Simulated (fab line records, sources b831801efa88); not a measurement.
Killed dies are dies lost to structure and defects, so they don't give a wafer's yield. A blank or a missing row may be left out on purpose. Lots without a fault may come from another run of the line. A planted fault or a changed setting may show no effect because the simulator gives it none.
A struck lot beside a sound one | flow sky130 | 16 steps out of a route of 708
Sound: wafers L587.4, L587.5, L587.6. Struck: wafer L596.6. (L596.2, L596.3 of the same lot were not struck and are left out.) The cause comes at the end.
At each step with rows: each side's tool, then ch and its chambers, then its first start. Under that, the readings that differ: sound wafers | struck wafers | difference of the means | sigmas: that difference in standard deviations of wafers without a fault.
alike: readings whose means differ by less than 2 such deviations, and words and numbers that are the same on both sides. not compared: withheld readings, readings that some wafer has no value for, bounds like >300 that may hide the same value, and numbers for which the record gives no deviation and whose values overlap.
The two part at a step that has a row with sigmas, a row that says differs or no value, or rows on one side only. Numbers that don't overlap but have no deviation are shown without sigmas and don't part them. A reading that every wafer of one side lacks parts them only if that side has two wafers or more.

SKY_POLY_GATE_THK_MEAS_04:
  sound on film_metro-01, day 15 17:32; struck on film_metro-01, day 19 06:53
  alike: POLY_GATE_CVD_03_THK
then, 8 steps without rows for these wafers: SKY_POLY_GATE_DEHYDRATE_05 (time 60 s); SKY_POLY_GATE_HMDS_06 (prime time 60 s); SKY_POLY_GATE_COAT_07 (resist thk 110 nm); SKY_POLY_GATE_COAT_08 (resist thk 450 nm); SKY_POLY_GATE_SOFTBAKE_09 (time 90 s); SKY_POLY_GATE_EXPOSE_10 (exposes mask P1M, target cd 150 nm); SKY_POLY_GATE_PEB_11; SKY_POLY_GATE_DEVELOP_12 (develop time 60 s).
SKY_POLY_GATE_CD_MEAS_13: target cd 150 nm.
  sound on cd_sem-01, day 16 21:34; struck on cd_sem-02, day 20 13:38
  alike: cd_nm
SKY_POLY_GATE_OVL_MEAS_14:
  sound on overlay-01, day 16 21:39; struck on overlay-02, day 20 13:45
  alike: POLY_GATE_OVL
SKY_POLY_GATE_ETCH_15: etches BARC in N2/H2, stops on SiO2, time 118.5 s, target depth 110 nm.
  sound on rie_diel-02 ch 0,1,2, day 16 21:43; struck on rie_diel-04 ch 2, day 20 13:47
  alike: drypump_motor_current_A, oes_product_au, run_length_s, throttle_valve_pct
  not compared: rf_hours_counter_h
SKY_POLY_GATE_ETCH_16: etches Si3N4 in CH3F/O2, stops on poly-Si, time 147.5 s, target depth 75 nm.
  sound on rie_diel-02 ch 0,1,2, day 16 21:48; struck on rie_diel-04 ch 2, day 20 13:52
  reading                                          | sound             | struck | difference | sigmas
  oes_product_au (a.u.)                            | 0.639 0.646 0.634 | 0.672  | +0.032     | +6
  run_length_s (s)                                 | 175.5 175.7 176.2 | 167.3  | -8.5       | -17
  model.KrF-thick_of_POLY_GATE_COAT_08.thk_nm (nm) | 229.8 228.6 231.6 | 237.2  | +7.2       |
  alike: drypump_motor_current_A, throttle_valve_pct
  not compared: rf_hours_counter_h
SKY_POLY_GATE_ETCH_17: etches poly-Si in HBr/Cl2, stops on SiO2, target depth 180 nm, time 70.5 s.
  sound on rie_si-02 ch 0,1,2, day 16 21:53; struck on rie_si-02 ch 2, day 20 13:58
  reading                                          | sound             | struck | difference | sigmas
  model.KrF-thick_of_POLY_GATE_COAT_08.thk_nm (nm) | 133.4 132.1 136.1 | 143.2  | +9.3       |
  alike: drypump_motor_current_A, oes_product_au, run_length_s, throttle_valve_pct
  not compared: rf_hours_counter_h
SKY_POLY_GATE_STRIP_18: strips in O2/N2.
  sound on plasma_asher-03 ch 0,1, day 16 21:56; struck on plasma_asher-04 ch 1, day 20 14:01
  reading                      | sound          | struck | difference | sigmas
  strip_time_to_endpoint_s (s) | 3.11 3.08 3.12 | 3.21   | +0.11      | +3
  alike: drypump_motor_current_A, oes_product_au
  not compared: rf_hours_counter_h
SKY_PAD_OPEN_PROBE_99:
  the record has rows for the sound wafers here (prober-01, day 46 00:56) and none for the struck ones

WHERE THEY PART
First at SKY_POLY_GATE_ETCH_16; last, within this record, at SKY_PAD_OPEN_PROBE_99.

WHY: what the simulator had put in
Process parameter drift: rie_diel-04, from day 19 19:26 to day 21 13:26, at SKY_POLY_GATE_ETCH_16. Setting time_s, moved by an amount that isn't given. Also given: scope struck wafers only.
